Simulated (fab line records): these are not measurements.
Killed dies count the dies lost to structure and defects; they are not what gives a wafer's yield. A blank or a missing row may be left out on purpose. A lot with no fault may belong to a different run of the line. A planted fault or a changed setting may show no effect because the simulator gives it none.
Problem report, 8D (eight disciplines) form, completed by code + flow gf180mcu + the parts of the form that need people (team, actions taken, sign-off) are left out

1. THE ISSUE
GF_CONTACT_CLEAN_21, runLengthS: mean 33.1 s on 3 wafers (1 lot); fault-free wafers 49.0 s, standard deviation 2.2. That puts it -7.2 standard deviations away from the usual mean.
The step: cleans in dHF, time 20 s.
The first sign was on wafer L796.2 at day 24 02:57, on wetBench-02. At this step, 39 wafers from 13 lots have a number in the record. Rule for "out" (also "out of limits"): further than 4 standard deviations from the usual mean. The other wafers with a number count as sound.

2. WHAT IT IS; WHAT IT IS NOT
| question                    | is                     | is not                                                                 |
|-----------------------------|------------------------|------------------------------------------------------------------------|
| which readings at this step | runLengthS             | -                                                                      |
| which lots                  | L796                   | L774, L775, L777, L778, L779, L781, L782, L783, L784, L785, L786, L788 |
| which wafers of those lots  | all that have a number | -                                                                      |
| read on which tools         | wetBench-02            | wetBench-01, wetBench-04                                               |
| when                        | from day 24 02:57      | up to then (36 sound wafers)                                           |

3. SUSPECTS, AND WHAT RULES EACH OUT
Counting: a tool at a process step up to the reading stays a suspect if it ran every lot that is out and no sound lot after the first of them.
- pecvd-04 at GF_CONTACT_CVD_02 (deposits SiO2 from TEOS, target thk 860 nm, time 95.992 s): kept. It ran the lot that is out, L796 (day 23 03:26), and no sound lot after that; its last sound lot up to then is L786 (day 20 03:31).
- plasmaAsher-03 at GF_CONTACT_STRIP_18 (strips in O2/N2): kept. It ran the lot that is out, L796 (day 24 02:39), and no sound lot after that; its last sound lot up to then is L788 (day 22 01:47).
- wetBench-02 at GF_CONTACT_CLEAN_21 (cleans in dHF, time 20 s): kept. It ran the lot that is out, L796 (day 24 02:57), and no sound lot after that; its last sound lot up to then is L785 (day 20 18:00). On those wafers its own readings are out: runLengthS.
Still standing after the count: pecvd-04 at GF_CONTACT_CVD_02, plasmaAsher-03 at GF_CONTACT_STRIP_18, wetBench-02 at GF_CONTACT_CLEAN_21.

4. THE CAUSE (what the simulator had put in)
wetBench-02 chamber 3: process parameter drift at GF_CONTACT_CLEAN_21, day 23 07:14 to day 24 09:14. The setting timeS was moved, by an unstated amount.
3 suspects survive the count, and this tool is in that group.

5. SEQUENCE OF EFFECTS, ordered by route
Rows list readings where the struck wafers' mean (over those with a number) sits beyond 3 standard deviations from the usual. Only readings for which the record gives a usual standard deviation are gone through. hours: the time from each lot's start at the first step in this table that gives one to its start at this step, as a median over the lots. sigmas: the change in usual standard deviations.
| hours | step                | reading    | usual  | on struck wafers | change | sigmas |
|-------|---------------------|------------|--------|------------------|--------|--------|
| 0     | GF_CONTACT_CLEAN_21 | runLengthS | 49.0 s | 33.1             | -15.9  | -7.2   |
Process steps it contains:
- GF_CONTACT_CLEAN_21: cleans in dHF, time 20 s.

6. WHAT WOULD HAVE CAUGHT IT SOONER
20 hours passed between the start of the fault at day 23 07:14 and the first reading out of limits in this record, taken at day 24 02:57.
